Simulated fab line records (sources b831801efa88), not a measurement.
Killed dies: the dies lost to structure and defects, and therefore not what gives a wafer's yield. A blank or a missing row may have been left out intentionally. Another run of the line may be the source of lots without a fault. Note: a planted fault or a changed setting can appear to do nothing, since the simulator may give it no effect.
A lot that was struck, set against a sound lot | flow gf180mcu | 16 out of 602 route steps
Sound: these wafers, L950.3, L950.5, L950.6. Struck: wafers L964.2, L964.4, L964.5. Last of all comes the cause.
For every step that has rows: the tool of each side, followed by ch and its chambers, followed by its first start. Under that, the readings that differ: sound wafers | struck wafers | difference of the means | sigmas: that difference in standard deviations of wafers without a fault.
alike: same words and numbers on both sides, and readings whose means sit less than 2 such deviations apart. not compared: any withheld reading, any reading some wafer has no value for, any bound like >300 that may hide the same value, and any number with overlapping values for which the record gives no deviation.
A row with sigmas, a row that says differs or no value, or rows on one side alone: a step with any of these is where the two part. Numbers that have no deviation but don't overlap get no sigmas and don't part them. Lack of a reading on every wafer of one side parts them only where that side has two or more wafers.

GF_NSD_CD_MEAS_07: target cd 400 nm.
  sound on cdSem-02 at day 13 19:43; struck on cdSem-02 at day 18 15:13
  alike: cdNm
GF_NSD_OVL_MEAS_08:
  sound on overlay-01 at day 13 19:49; struck on overlay-02 at day 18 15:19
  alike: NSD_OVL
then, 2 steps without rows for these wafers: GF_NSD_IMPLANT_09; GF_NSD_IMPLANT_10.
GF_NSD_STRIP_11: strips in O2/N2.
  sound on plasmaAsher-01 ch 0,1, day 13 20:10; struck on plasmaAsher-04 ch 0, day 18 15:39
  alike: drypumpMotorCurrentA, heaterPowerW, oesProductAu, stripTimeToEndpointS
  not compared: rfHoursCounterH
GF_NSD_TW_MEAS_12:
  sound on filmMetro-04 at day 13 20:15; struck on filmMetro-02 at day 18 15:46
  alike: NSD_TW
then, 6 steps without rows for these wafers: GF_PSD_DEHYDRATE_00 (time 60 s); GF_PSD_HMDS_01 (prime time 60 s); GF_PSD_COAT_02 (resist thk 1000 nm); GF_PSD_SOFTBAKE_03 (time 60 s); GF_PSD_EXPOSE_04 (exposes mask Pplus, target cd 400 nm); GF_PSD_PEB_05.
GF_PSD_DEVELOP_06: develop time 60 s.
  sound on lithoTrack-01 ch 0, day 14 16:23; struck on lithoTrack-04 ch 0, day 19 15:41
reading            | sound             | struck            | difference | sigmas
developerTempC (C) | 23.03 23.04 23.02 | 25.29 25.47 25.45 | +2.37      | +24
  alike: chillPlateTempC
GF_PSD_CD_MEAS_07: target cd 400 nm.
  sound on cdSem-01 at day 14 16:32; struck on cdSem-01 at day 19 15:50
reading   | sound             | struck            | difference | sigmas
cdNm (nm) | 397.3 399.9 398.2 | 387.2 389.9 385.5 | -10.9      | -5
GF_PSD_OVL_MEAS_08:
  sound on overlay-02 at day 14 16:38; struck on overlay-01 at day 19 15:56
  alike: PSD_OVL
GF_PASSIVATION_PROBE_99:
  rows exist in the record for the sound wafers here (prober-01, day 29 10:51), none for the struck ones

WHERE THEY PART
At GF_PSD_DEVELOP_06 first; at GF_PASSIVATION_PROBE_99 last (within this record only).

WHY: what the simulator had put in
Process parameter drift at GF_PSD_DEVELOP_06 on lithoTrack-04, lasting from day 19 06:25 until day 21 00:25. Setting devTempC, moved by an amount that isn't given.
